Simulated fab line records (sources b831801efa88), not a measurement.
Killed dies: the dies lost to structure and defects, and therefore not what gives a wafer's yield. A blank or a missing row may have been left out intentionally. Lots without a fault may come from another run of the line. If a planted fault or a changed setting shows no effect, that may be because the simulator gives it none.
Matching of chambers || flow gf180mcu || GF_STI_ETCH_14 on rie-si-02 has 4 sister chambers
The step etches Si in HBr/Cl2/O2, target depth 360 nm, time 102.9 s. 8 wafers are shown with their chamber, then 8 later ones without.

== EACH WAFER AND ITS CHAMBER ==
{"wafer": "L887.5", "chamber": 0, "drypump-motor-current-A (A)": 6.8, "oes-product-au (a.u.)": 1.012}
{"wafer": "L892.2", "chamber": 3, "drypump-motor-current-A (A)": 5.5, "oes-product-au (a.u.)": 0.987}
{"wafer": "L899.5", "chamber": 1, "drypump-motor-current-A (A)": 5.9, "oes-product-au (a.u.)": 1.013}
{"wafer": "L899.6", "chamber": 2, "drypump-motor-current-A (A)": 5.9, "oes-product-au (a.u.)": 1.005}
{"wafer": "L900.3", "chamber": 3, "drypump-motor-current-A (A)": 5.4, "oes-product-au (a.u.)": 0.993}
{"wafer": "L900.4", "chamber": 2, "drypump-motor-current-A (A)": 5.8, "oes-product-au (a.u.)": 0.999}
{"wafer": "L900.6", "chamber": 0, "drypump-motor-current-A (A)": 6.8, "oes-product-au (a.u.)": 0.993}
{"wafer": "L903.3", "chamber": 1, "drypump-motor-current-A (A)": 5.9, "oes-product-au (a.u.)": 1.020}

== WAFERS WITH NO CHAMBER GIVEN ==
{"wafer": "L903.4", "drypump-motor-current-A (A)": 6.8, "oes-product-au (a.u.)": 1.003}
{"wafer": "L903.5", "drypump-motor-current-A (A)": 5.8, "oes-product-au (a.u.)": 1.002}
{"wafer": "L904.2", "drypump-motor-current-A (A)": 5.5, "oes-product-au (a.u.)": 0.994}
{"wafer": "L904.4", "drypump-motor-current-A (A)": 5.9, "oes-product-au (a.u.)": 1.014}
{"wafer": "L904.6", "drypump-motor-current-A (A)": 6.8, "oes-product-au (a.u.)": 0.990}
{"wafer": "L906.1", "drypump-motor-current-A (A)": 5.9, "oes-product-au (a.u.)": 0.994}
{"wafer": "L906.3", "drypump-motor-current-A (A)": 6.7, "oes-product-au (a.u.)": 0.986}
{"wafer": "L906.6", "drypump-motor-current-A (A)": 6.7, "oes-product-au (a.u.)": 0.978}

== CHAMBER TAKEN BY EACH ==
{"wafer": "L903.4", "from the rows above": 0, "in truth": 0}
{"wafer": "L903.5", "from the rows above": "can't be placed: 2 or 1", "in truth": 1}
{"wafer": "L904.2", "from the rows above": 3, "in truth": 3}
{"wafer": "L904.4", "from the rows above": "can't be placed: 1 or 2", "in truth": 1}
{"wafer": "L904.6", "from the rows above": 0, "in truth": 0}
{"wafer": "L906.1", "from the rows above": "can't be placed: 2 or 1", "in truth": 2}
{"wafer": "L906.3", "from the rows above": 0, "in truth": 0}
{"wafer": "L906.6", "from the rows above": 0, "in truth": 0}
5 of 8 placed correctly. Unplaceable from these rows: 3, with the true chamber sitting among the candidates in 3. Number placed wrongly: 0.
How it was worked out, from the rows above alone: a wafer's distance from a chamber is the root of the sum, over the readings, of the square of ((its reading less the chamber's mean) divided by the reading's scatter). If the next closest chamber is less than 2 further off than the closest, the wafer can't be placed; otherwise it belongs to the closest. The mean given for a chamber averages the wafers shown for that chamber. The scatter: take each reading less its chamber's mean, square it, sum over the shown wafers, divide by the number of wafers less the number of chambers, and take the root.
